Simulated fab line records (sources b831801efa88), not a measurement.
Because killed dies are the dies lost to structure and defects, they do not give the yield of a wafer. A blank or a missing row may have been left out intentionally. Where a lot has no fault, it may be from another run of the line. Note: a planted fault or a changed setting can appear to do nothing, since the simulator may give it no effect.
Which tool is to blame? -- flow gf180mcu -- Sampling: 13 lots, 39 wafers, 3 of 602 route steps

WHAT EACH GAUGE READ, for each wafer
GF_V3_CD_MEAS_14 targets a cd of 260 nm. Usual: 259.7 nm for cd-nm, sd 1.
lot,measured,on,cd-nm (nm),flag
L313,day 22 14:05,cd-sem-02,260.0 260.3 261.3,
L315,day 23 05:14,cd-sem-01,259.3 258.7 260.6,
L316,day 23 11:47,cd-sem-01,260.6 260.7 260.9,
L317,day 23 20:50,cd-sem-02,259.2 259.1 259.5,
L318,day 23 23:56,cd-sem-01,258.8 259.5 259.2,
L321,day 25 09:05,cd-sem-01,260.5 260.4 259.9,
L322,day 25 11:51,cd-sem-02,260.9 261.3 261.0,
L323,day 26 05:40,cd-sem-01,260.2 259.8 259.5,
L324,day 26 10:37,cd-sem-01,259.0 259.2 260.1,
L327,day 27 12:12,cd-sem-02,260.4 260.5 259.4,
L329,day 27 23:35,cd-sem-01,259.9 260.6 258.5,
L330,day 28 02:55,cd-sem-02,259.5 259.6 258.2,
L335,day 29 09:40,cd-sem-02,261.1 260.5 260.7,

GF_V3_RS_MEAS_24: uses a four-point probe to measure. Usual: for V3_W_RS the level is 0.326 ohm/sq and the standard deviation is 0.0036.
lot,measured,on,V3_W_RS (ohm/sq),flag
L313,day 22 15:07,film-metro-01,0.325 0.323 0.327,
L315,day 23 06:16,film-metro-03,0.328 0.322 0.328,
L316,day 23 12:49,film-metro-01,0.330 0.327 0.325,
L317,day 23 21:52,film-metro-04,0.327 0.323 0.321,
L318,day 24 00:59,film-metro-04,0.323 0.326 0.322,
L321,day 25 10:07,film-metro-03,0.328 0.330 0.325,
L322,day 25 12:55,film-metro-04,0.324 0.328 0.327,
L323,day 26 06:42,film-metro-04,0.323 0.325 0.322,
L324,day 26 11:39,film-metro-04,0.328 0.326 0.322,
L327,day 27 13:14,film-metro-03,0.322 0.324 0.319,
L329,day 28 00:40,film-metro-03,0.329 0.331 0.328,
L330,day 28 04:05,film-metro-03,0.327 0.332 0.328,
L335,day 29 10:46,film-metro-03,0.328 0.328 0.334,

WHAT TOOL EACH LOT RAN ON (gives the tool, then ch and the chambers of the sampled wafers, and finally the start)
lot,GF_HV_LDD_ETCHBACK_58
L313,"rie-diel-03 ch 2,3, day 12 16:29"
L315,"rie-diel-02 ch 0,1,3, day 13 06:52"
L316,"rie-diel-04 ch 0,1, day 13 13:05"
L317,"rie-diel-04 ch 0,1, day 13 22:15"
L318,"rie-diel-02 ch 1,2, day 14 01:36"
L321,"rie-diel-02 ch 0,1, day 15 05:53"
L322,"rie-diel-02 ch 0,1,2, day 15 11:00"
L323,"rie-diel-04 ch 0,2,3, day 16 03:34"
L324,"rie-diel-04 ch 0,1, day 16 09:52"
L327,"rie-diel-04 ch 1,2,3, day 17 12:21"
L329,"rie-diel-02 ch 1,2, day 18 02:01"
L330,"rie-diel-04 ch 1,2,3, day 18 06:46"
L335,"rie-diel-03 ch 0,1,2, day 19 19:53"
- GF_HV_LDD_ETCHBACK_58: etches Si3N4 in CH3F/O2, stops on SiO2, time 100 s, target depth 90 nm.

WHAT THE TOOLS THEMSELVES READ (means of the sampled wafers that have a number; where no wafer has one, the mark that the record gives instead)
GF_HV_LDD_ETCHBACK_58. Usual: O2_flow_sccm 30.01 sccm, standard deviation 0.09; drypump-motor-current-A 5.94 A, standard deviation 0.28; oes-product-au 0.845 a.u., standard deviation 0.0069; throttle-valve-pct 10.561 %, standard deviation 0.0084.
lot,tool,O2_flow_sccm (sccm),drypump-motor-current-A (A),oes-product-au (a.u.),throttle-valve-pct (%),flag
L313,rie-diel-03,30.03,5.98,0.842,10.563,
L315,rie-diel-02,30.02,5.85,0.840,10.569,
L316,rie-diel-04,30.03,5.85,0.845,10.555,
L317,rie-diel-04,29.95,5.96,0.844,10.560,
L318,rie-diel-02,29.93,6.30,0.838,10.564,
L321,rie-diel-02,30.08,5.82,0.847,10.567,
L322,rie-diel-02,30.02,6.07,0.847,10.555,
L323,rie-diel-04,29.96,5.98,0.851,10.563,
L324,rie-diel-04,30.00,5.95,0.847,10.559,
L327,rie-diel-04,30.03,5.88,0.845,10.561,
L329,rie-diel-02,30.03,6.30,0.858,10.566,
L330,rie-diel-04,29.99,5.88,0.843,10.562,
L335,rie-diel-03,30.05,5.90,0.853,10.564,

THE ANSWER, worked out from the rows above alone
Rule: take the mean of a lot's wafers that have a number; if it is more than 3 standard deviations from the usual mean, the lot is off. A lot without any number at a reading at which 4 lots or more have one is off too. All remaining lots with rows at the step are treated as sound. Order of review: gauges by route order, followed by the tools' own readings, for which a lot's mean as printed above is used. At the first step where some lot is off, the reading lying furthest off is the one used; lots without a number count as furthest.
Nothing can be told from this: no lot is off at any reading shown.

WHAT THE SIMULATOR HAD INSERTED
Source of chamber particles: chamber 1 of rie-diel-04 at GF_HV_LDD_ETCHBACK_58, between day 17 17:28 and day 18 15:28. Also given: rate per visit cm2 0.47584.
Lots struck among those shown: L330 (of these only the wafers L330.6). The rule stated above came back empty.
